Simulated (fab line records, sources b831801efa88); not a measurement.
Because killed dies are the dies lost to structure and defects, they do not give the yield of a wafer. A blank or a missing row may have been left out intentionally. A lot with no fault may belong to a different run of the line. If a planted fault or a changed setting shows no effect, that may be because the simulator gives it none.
Matching of chambers | flow gf180mcu | GF_V5_ETCH_16 on rieDiel-01 has 3 sister chambers
The step etches BARC in N2/H2. 14 wafers are shown with their chamber, then 4 later ones without.

## EACH WAFER AND ITS CHAMBER
wafer  | chamber | oesProductAu (a.u.) | throttleValvePct (%)
L585.3 | 2       | 0.849               | 13.213
L585.4 | 1       | 0.855               | 13.220
L585.5 | 2       | 0.857               | 13.222
L586.1 | 1       | 0.850               | 13.233
L586.3 | 3       | 0.862               | 13.225
L586.6 | 1       | 0.853               | 13.237
L591.3 | 3       | 0.847               | 13.225
L591.4 | 2       | 0.854               | 13.222
L591.5 | 1       | 0.847               | 13.206
L597.1 | 2       | 0.862               | 13.231
L597.2 | 1       | 0.858               | 13.214
L597.6 | 3       | 0.844               | 13.219
L599.5 | 1       | 0.848               | 13.219
L599.6 | 2       | 0.856               | 13.214

SIGNATURES, as means of the wafers listed above
reading          | chamber 1 | chamber 2 | chamber 3 | scatter within a chamber
oesProductAu     | 0.85183   | 0.85560   | 0.85100   | 0.00577
throttleValvePct | 13.22150  | 13.22040  | 13.22300  | 0.00912
Rule: distance of a wafer from a chamber = root of the sum over the readings of ((wafer's reading minus chamber's mean) / reading's scatter) squared. If the next closest chamber is less than 2 further off than the closest, the wafer can't be placed; otherwise it belongs to the closest. How the scatter is found: for the shown wafers, subtract from each reading the mean of its chamber, square and add these, divide the total by (wafers less chambers), then take the root.

## WAFERS WITHOUT THEIR CHAMBER
wafer  | oesProductAu (a.u.) | throttleValvePct (%)
L601.5 | 0.854               | 13.221
L604.2 | 0.856               | 13.225
L604.4 | 0.853               | 13.225
L604.6 | 0.854               | 13.216

## CHAMBER TAKEN BY EACH
wafer  | from the rows above          | in truth
L601.5 | can't be placed: 2 or 1 or 3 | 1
L604.2 | can't be placed: 2 or 1 or 3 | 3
L604.4 | can't be placed: 3 or 1 or 2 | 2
L604.6 | can't be placed: 2 or 1 or 3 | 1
0 of 4 placed correctly. These rows do not allow placing 4 (true chamber among the candidates in 4). Wrongly placed: 0.
